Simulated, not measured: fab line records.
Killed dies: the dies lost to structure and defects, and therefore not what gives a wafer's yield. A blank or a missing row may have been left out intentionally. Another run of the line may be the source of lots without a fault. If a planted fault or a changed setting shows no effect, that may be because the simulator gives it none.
A lot that was struck, set against a sound lot ; flow sky130 ; 21 steps out of a route of 708
Sound: these wafers, L446.2, L446.3, L446.6. Wafers struck: L462.3, L462.4, L462.6. The cause comes at the end.
Each step with rows lists, per side, the tool, then ch with its chambers, then its first start. Under that, the readings that differ: sound wafers ; struck wafers ; difference of the means ; sigmas: that difference in standard deviations of wafers without a fault.
alike: readings whose means differ by less than 2 such deviations, and words and numbers that are the same on both sides. not compared: withheld readings, readings that some wafer has no value for, bounds like >300 that may hide the same value, and numbers for which the record gives no deviation and whose values overlap.
Wherever a step has rows on one side only, a row that says differs or no value, or a row with sigmas, the two part there. Non-overlapping numbers with no deviation appear without sigmas and do not part them. Lack of a reading on every wafer of one side parts them only where that side has two or more wafers.

first, 1 step without rows for these wafers: SKY_RES_XHIGH_IMPLANT_07.
SKY_RES_XHIGH_STRIP_08: strips in O2/N2.
  sound on plasma asher-04 ch 0,1, day 26 04:37; struck on plasma asher-03 ch 0,1, day 31 20:35
  alike: chamber pressure mTorr, drypump motor current A, oes product au, strip time to endpoint s
  not compared: rf hours counter h
SKY_RES_XHIGH_TW_MEAS_09:
  sound: film metro-04 at day 26 04:43; struck: film metro-04 at day 31 20:41
  alike: RES_XHIGH_TW
then, 7 steps without rows for these wafers: SKY_SD_N_DEHYDRATE_00 (time 60 s); SKY_SD_N_HMDS_01 (prime time 60 s); SKY_SD_N_COAT_02 (resist thk 1140 nm); SKY_SD_N_SOFTBAKE_03 (time 60 s); SKY_SD_N_EXPOSE_04 (exposes mask NSDM, target cd 380 nm); SKY_SD_N_PEB_05; SKY_SD_N_DEVELOP_06 (develop time 60 s).
SKY_SD_N_CD_MEAS_07 targets a cd of 380 nm.
  sound: cd sem-01 at day 27 08:42; struck: cd sem-02 at day 32 23:48
  alike: cd nm
SKY_SD_N_OVL_MEAS_08:
  sound: overlay-01 at day 27 08:48; struck: overlay-02 at day 32 23:53
  alike: SD_N_OVL
SKY_SD_N_IMPLANT_09:
  sound on implanter-04 ch 0, day 27 08:52; struck on implanter-04 ch 0, day 32 23:58
reading;sound;struck;difference;sigmas
dose ions cm2;3.998e+15 4e+15 4.006e+15;3.734e+15 3.735e+15 3.734e+15;-2.670e+14;-62
  alike: faraday current uA
next, for these wafers, 1 step has no rows: SKY_SD_N_IMPLANT_10.
SKY_SD_N_STRIP_11: strips in O2/N2.
  sound on plasma asher-02 ch 0,1, day 27 09:08; struck on plasma asher-01 ch 0,1, day 33 00:15
reading;sound;struck;difference;sigmas
strip time to endpoint s (s);22.66 22.65 22.69;22.36 22.29 22.31;-0.35;-8
  alike: chamber pressure mTorr, drypump motor current A, oes product au
  not compared: rf hours counter h
SKY_SD_N_TW_MEAS_12:
  sound: film metro-02 at day 27 09:14; struck: film metro-01 at day 33 00:20
  alike: SD_N_TW
then, 1 step without rows for these wafers: SKY_SD_N_CLEAN_13 (cleans in SC1/SC2, time 150 s).
SKY_SD_N_RTA_14: time 2 s.
  sound on rtp anneal-01 ch 0, day 27 09:22; struck on rtp anneal-01 ch 0, day 33 00:27
  alike: lamp power pct, wafer_temp_C_max
SKY_SD_N_RS_MEAS_16: uses a four-point probe to measure.
  sound: film metro-04 at day 27 09:32; struck: film metro-04 at day 33 00:38
reading;sound;struck;difference;sigmas
SD_N_RS (ohm/sq);68.51 68.51 68.41;69.11 69.10 68.85;+0.54;+5
SKY_SD_N_RS_MEAS_17: uses a four-point probe to measure.
  sound: film metro-04 at day 27 09:40; struck: film metro-04 at day 33 00:46
reading;sound;struck;difference;sigmas
SD_P_RS (ohm/sq);147.2 147.2 147.2;146.3 146.2 146.3;-0.9;-3
-- the record jumps here: 16 days lie between the struck wafers' starts before and after (it left off in module SD_N and takes up again in module PAD_OPEN, whose first step shown is number 708 of the route) --
SKY_PAD_OPEN_PROBE_99:
  sound: prober-02 at day 45 10:10; struck: prober-02 at day 49 12:11
  alike: killed_at_M0_to_M3, killed_at_M4_up, killed at contacts, killed at front end, killed at other, killed dies, killed open, killed short
  not compared: model.etest.res ndiff hv.rs ohm sq, model.etest.res ndiff.rs ohm sq

== WHERE THEY PART ==
Earliest at SKY_SD_N_IMPLANT_09; latest, in this record, at SKY_SD_N_RS_MEAS_17. Later steps at which nothing parts them and some readings are alike: SKY_PAD_OPEN_PROBE_99.

WHY: the cause the simulator had injected
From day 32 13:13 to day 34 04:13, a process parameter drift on implanter-04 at SKY_SD_N_IMPLANT_09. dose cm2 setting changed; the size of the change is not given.
